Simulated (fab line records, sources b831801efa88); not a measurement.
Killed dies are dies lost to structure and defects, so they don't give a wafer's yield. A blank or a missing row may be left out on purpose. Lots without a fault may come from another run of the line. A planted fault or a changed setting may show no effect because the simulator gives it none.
fab line records | flow gf180mcu
record lots=12 wafers=36 last_day=34
route steps=602 shown CONTACT@305 V2@383 V3@433
lots that met no fault: from a run of the same line without faults
start_h: hours from the record's first day to the start of the lot's first wafer shown | wait_h: hours since the lot's step before | " the same as in the row above | L1.1+2: a row that stands for several wafers | - no value, or no start given | * or withheld: withheld | < > ~ a bound
route shown NAME@n: a module of which the file shows steps, and the number in the route of the first | usual: mean/standard deviation of fault-free wafers | same: alike in all rows | chamber/n: place in a boat | sites: the reading at each site | _std_site: their standard deviation | _edge_site: outer sites' mean less inner sites' | radius_mm: how far each site lies from the wafer's centre | mask NAME#n: copy n | behind: the tool/chamber that last shaped the wafer | hold: why the lot was held/for how many hours/how that ended | device: the transistor (n, p or np) that didn't switch | end of line: the same wafers' tests at the end of the route | a step without rows: its recipe alone | killed: dies lost to structure and defects at the first sort, not the wafer's yield | map: a wafer's dies, x killed, . not, _ none there
set.NAME: the setting as run; set.NAME@STEP: as run at that earlier step | model.NAME: the simulator's own value behind a step, which no gauge read
steps of the route over a sample of lots; a table a step, a row a wafer
services: from which hour (start_h, from the record's first day; less than 0 if before it) a tool's chamber was out of use, for how many hours, and why
## steps
# step GF_CONTACT_STRIP_18
# recipe chemistry=O2/N2 power_w=1400 pressure_mtorr=1500 platen_temp_c=250 o2_flow_sccm=3000 n2_flow_sccm=300 overash_fraction=0.5
# usual drypump_motor_current_A=5.8/0.35 heater_power_w=349/26 oes_product_au=0.580/0.0055 platen_temp_c=249.98/0.2
# columns lot.wafer tool chamber start_h wait_h drypump_motor_current_A heater_power_w oes_product_au platen_temp_c rf_hours_counter_h
L724.1 plasma_asher-04 0 368.59 - 5.4 358 0.580 249.85 73
L724.2 " 1 " " 6.2 313 0.581 249.97 73
L724.4 " 0 " " 5.4 362 0.581 250.30 -
L726.3 plasma_asher-01 0 381.94 - 5.8 383 0.575 249.97 -
L726.4 " 1 " " 5.6 307 0.581 249.92 -
L726.6 " 0 " " 5.8 381 0.584 250.40 -
L728.4 plasma_asher-03 1 394.39 - 5.8 351 0.583 249.98 -
L728.5 " 0 " " 6.4 355 0.581 250.12 -
L728.6 " 1 " " 5.8 354 0.584 249.78 -
L732.2 plasma_asher-03 0 439.49 - 6.4 379 0.581 250.00 1
L732.5 " 0 " " 6.4 371 0.577 250.23 -
L732.6 " 1 " " 5.8 350 0.576 250.31 -
L733.1 plasma_asher-01 1 452.70 - 5.6 311 0.574 249.87 67
L733.2 " 0 " " 5.7 378 0.583 250.10 67
L733.5 " 0 " " 5.8 392 0.580 250.03 -
L734.1 plasma_asher-01 0 458.59 - 5.7 387 0.583 249.74 67
L734.5 " 0 " " 5.7 373 0.588 249.81 -
L734.6 " 1 " " 5.6 320 0.577 249.61 -
L740.1 plasma_asher-03 1 514.29 - 5.8 356 0.579 249.64 9
L740.2 " 0 " " 6.4 366 0.581 249.84 9
L740.6 " 0 " " 6.4 385 0.580 249.86 -
L742.1 plasma_asher-03 1 520.19 - 5.8 348 0.582 250.23 10
L742.2 " 0 " " 6.4 372 0.593 249.78 10
L742.6 " 0 " " 6.4 368 0.579 250.05 -
L741.1 plasma_asher-04 0 524.03 - 5.4 350 0.579 249.82 89
L741.2 " 1 " " 6.3 318 0.581 250.11 89
L741.6 " 0 " " 5.3 357 0.577 249.75 -
L743.1 plasma_asher-04 0 528.94 - 5.4 353 0.572 249.86 90
L743.3 " 1 " " 6.2 319 0.580 250.19 -
L743.4 " 0 " " 5.4 345 0.579 249.87 -
L744.1 plasma_asher-03 1 535.89 - 5.8 359 0.579 250.24 11
L744.3 " 0 " " 6.4 363 0.588 249.74 -
L744.4 " 1 " " 5.8 358 0.576 249.83 -
L747.3 plasma_asher-01 0 552.77 - 5.7 391 0.581 249.78 -
L747.4 " 1 " " 5.6 315 0.579 250.05 -
L747.6 " 0 " " 5.8 393 0.579 249.72 -
# step GF_CONTACT_SPUTTER_22
# recipe material=Ti target_thk_nm=15 chamber_pressure_pa=5 power_w=2500 substrate_temp_c=200 time_s=80.02
# usual throttle_valve_pct=29.7/1.5
# columns lot.wafer tool chamber start_h wait_h throttle_valve_pct
L724.1 pvd_sputter-02 - 368.90 0.0 28.3
L724.2 " - " " 32.0
L724.4 " - " " 28.0
L726.3 pvd_sputter-02 - 382.21 0.0 31.2
L726.4 " - " " 32.2
L726.6 " - " " 28.6
L728.4 pvd_sputter-03 - 394.66 0.0 30.6
L728.5 " - " " 29.5
L728.6 " - " " 29.2
L732.2 pvd_sputter-02 - 439.91 0.0 31.2
L732.5 " - " " 32.2
L732.6 " - " " 28.5
L733.1 pvd_sputter-04 - 453.00 0.0 27.3
L733.2 " - " " 30.7
L733.5 " - " " 29.4
L734.1 pvd_sputter-02 - 458.89 0.0 28.0
L734.5 " - " " 28.5
L734.6 " - " " 27.9
L740.1 pvd_sputter-02 - 514.59 0.0 31.1
L740.2 " - " " 28.4
L740.6 " - " " 31.7
L742.1 pvd_sputter-03 - 520.49 0.0 31.2
L742.2 " - " " 29.6
L742.6 " - " " 29.5
L741.1 pvd_sputter-04 - 524.33 0.0 31.0
L741.2 " - " " 27.5
L741.6 " - " " 29.1
L743.1 pvd_sputter-02 - 529.24 0.0 30.9
L743.3 " - " " 27.9
L743.4 " - " " 28.5
L744.1 pvd_sputter-02 - 536.19 0.0 31.8
L744.3 " - " " 28.0
L744.4 " - " " 28.4
L747.3 pvd_sputter-02 - 553.04 0.0 28.0
L747.4 " - " " 31.2
L747.6 " - " " 31.2
# step GF_V2_THK_MEAS_01
# recipe reads=SiO2_of_V2_CVD_00
# usual V2_CVD_00_THK=601/6
# columns lot.wafer tool chamber start_h wait_h V2_CVD_00_THK[nm]
L724.1 film_metro-02 - 443.93 0.0 607
L724.2 " - " " 595
L724.4 " - " " 611
L726.3 film_metro-04 - 459.04 0.1 594
L726.4 " - " " 606
L726.6 " - " " 613
L728.4 film_metro-02 - 471.64 0.0 600
L728.5 " - " " 594
L728.6 " - " " 598
L732.2 film_metro-02 - 516.33 0.0 606
L732.5 " - " " 621
L732.6 " - " " 600
L733.1 film_metro-04 - 528.92 0.0 608
L733.2 " - " " 603
L733.5 " - " " 597
L734.1 film_metro-04 - 534.90 0.0 598
L734.5 " - " " 601
L734.6 " - " " 604
L740.1 film_metro-02 - 588.12 0.0 603
L740.2 " - " " 601
L740.6 " - " " 595
L742.1 film_metro-02 - 591.77 0.0 601
L742.2 " - " " 612
L742.6 " - " " 613
L741.1 film_metro-02 - 595.82 0.0 599
L741.2 " - " " 591
L741.6 " - " " 593
L743.1 film_metro-02 - 599.87 0.0 585
L743.3 " - " " 593
L743.4 " - " " 595
L744.1 film_metro-02 - 605.97 0.0 609
L744.3 " - " " 606
L744.4 " - " " 603
L747.3 film_metro-04 - 622.19 0.1 600
L747.4 " - " " 603
L747.6 " - " " 600
# step GF_V3_CMP_04
# recipe material=SiO2 down_force_psi=4 platen_rpm=60 pad_velocity_m_s=0.94248
# usual motor_current_A=12.5/1.5 platen_rpm=60.00/0.039 time_to_endpoint_s=80/5.4
# columns lot.wafer tool chamber start_h wait_h motor_current_A platen_rpm time_to_endpoint_s
L724.1 cmp-01 0 494.43 0.1 13.6 60.01 75
L724.4 " 1 " " 12.6 59.99 78
L724.2 " 2 " " 13.4 60.03 77
L726.4 cmp-01 3 510.25 0.1 9.0 59.99 82
L726.3 " 0 " " 13.9 59.96 74
L726.6 " 2 " " 13.8 60.03 76
L728.4 cmp-02 2 522.32 0.0 11.8 60.04 75
L728.6 " 2 " " 11.5 59.99 78
L728.5 " 3 " " 13.1 59.93 79
L732.2 cmp-02 2 564.59 0.2 11.6 59.99 97
L732.6 " 3 " " 13.3 60.03 88
L732.5 " 0 " " 13.6 60.05 106
L733.2 cmp-02 1 577.14 0.0 11.1 59.99 104
L733.1 " 3 " " 13.7 59.99 81
L733.5 " 1 " " 11.3 60.02 107
L734.1 cmp-02 0 581.67 0.1 14.1 59.98 84
L734.6 " 3 " " 14.3 60.02 87
L734.5 " 0 " " 13.5 59.99 102
L740.2 cmp-01 2 631.34 0.1 13.3 60.02 72
L740.1 " 3 " " 9.6 60.05 73
L740.6 " 1 " " 13.3 60.03 74
L742.2 cmp-01 1 635.85 0.3 12.9 59.96 71
L742.1 " 2 " " 13.9 60.01 77
L742.6 " 1 " " 12.5 60.01 78
L741.2 cmp-02 3 639.37 0.1 14.2 59.94 80
L741.1 " 1 " " 10.8 59.91 74
L741.6 " 0 " " 13.6 60.02 88
L743.1 cmp-02 2 644.06 0.1 11.1 60.03 78
L743.3 " 0 " " 13.6 60.03 78
L743.4 " 1 " " 11.3 60.06 85
L744.4 cmp-02 3 649.30 0.1 14.0 60.00 83
L744.3 " 0 " " 13.5 60.00 83
L744.1 " 1 " " 12.1 60.04 87
L747.4 cmp-02 3 665.03 0.0 14.3 59.99 75
L747.3 " 1 " " 11.3 60.01 74
L747.6 " 0 " " 13.7 59.98 82
# step GF_V3_ETCH_17
# recipe chemistry=C4F8/O2/Ar mask_material=KrF target=SiO2 stop_on=TiN source_w=1500 bias_w=1200 pressure_mtorr=40 c4f8_flow_sccm=withheld O2_flow_sccm=6 Ar_flow_sccm=300 time_s=withheld target_depth_a=6350
# usual oes_product_au=0.855/0.0048
# columns lot.wafer tool chamber start_h wait_h oes_product_au
L724.1 rie_diel-02 2 - - 0.850
L724.2 " 1 " " 0.849
L724.4 " 0 " " 0.849
L726.3 rie_diel-03 1 - - 0.863
L726.4 " 2 " " 0.856
L726.6 " 3 " " 0.852
L728.4 rie_diel-02 1 - - 0.863
L728.5 " 3 " " 0.852
L728.6 " 2 " " 0.865
L732.2 rie_diel-03 0 - - 0.913
L732.5 " 1 " " 0.920
L732.6 " 2 " " 0.847
L733.1 rie_diel-02 0 - - 0.858
L733.2 " 1 " " 0.913
L733.5 " 0 " " 0.917
L734.1 rie_diel-02 1 - - 0.853
L734.5 " 2 " " 0.905
L734.6 " 1 " " 0.854
L740.1 rie_diel-03 2 - - 0.862
L740.2 " 3 " " 0.852
L740.6 " 1 " " 0.849
L742.1 rie_diel-03 3 - - 0.855
L742.2 " 0 " " 0.857
L742.6 " 2 " " 0.858
L741.1 rie_diel-02 3 - - 0.858
L741.2 " 1 " " 0.857
L741.6 " 2 " " 0.859
L743.1 rie_diel-03 3 - - 0.860
L743.3 " 1 " " 0.856
L743.4 " 2 " " 0.863
L744.1 rie_diel-04 1 - - 0.858
L744.3 " 0 " " 0.856
L744.4 " 3 " " 0.857
L747.3 rie_diel-02 1 - - 0.848
L747.4 " 0 " " 0.863
L747.6 " 0 " " 0.849
## services
# columns tool chamber start_h hours kind
cmp-01 - 363.66 4.8 pm
rie_diel-02 0 373.07 1.5 repair
cmp-02 - 376.92 0.5 repair
pvd_sputter-02 - 387.16 1.5 repair
rie_diel-03 - 389.29 1.1 repair
cmp-02 - 396.95 1.5 repair
cmp-02 - 405.26 4.0 pm
pvd_sputter-02 - 414.99 3.4 repair
plasma_asher-03 - 421.25 9.0 pm
cmp-02 - 423.44 2.5 repair
rie_diel-02 3 479.06 15.6 repair
rie_diel-03 3 486.24 12.3 repair
rie_diel-03 3 514.31 3.4 repair
cmp-02 - 517.45 0.4 repair
cmp-02 - 542.16 18.5 repair
cmp-02 - 547.39 1.8 repair
cmp-02 - 564.85 2.3 repair
cmp-01 - 572.25 4.0 pm
rie_diel-03 1 577.85 5.1 repair
cmp-02 - 625.42 2.4 repair
cmp-02 - 631.51 4.5 pm
cmp-02 - 636.65 1.3 repair
cmp-02 - 659.75 0.6 repair
pvd_sputter-02 - 668.24 8.0 repair
## key
first_sign step=GF_V3_CMP_04 reading=time_to_endpoint_s direction=up sigmas=4.2 usual=* struck=*
effect step=GF_V3_ETCH_17 reading=oes_product_au direction=up sigmas=12 usual=0.855 struck=0.914
met_at GF_V3_CMP_04
struck_lots L732,L733,L734
struck_wafers L732.2,L732.5,L733.2,L733.5,L734.5
not_acting_at GF_CONTACT_STRIP_18,GF_CONTACT_SPUTTER_22,GF_V2_THK_MEAS_01
onset_between 522.32 564.59
fault kind=process_parameter_drift tool=cmp-02 chamber=- onset_h=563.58 steps=GF_V3_CMP_04 channel=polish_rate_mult offset=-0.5 shape=step end_h=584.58 scope=struck_wafers_only
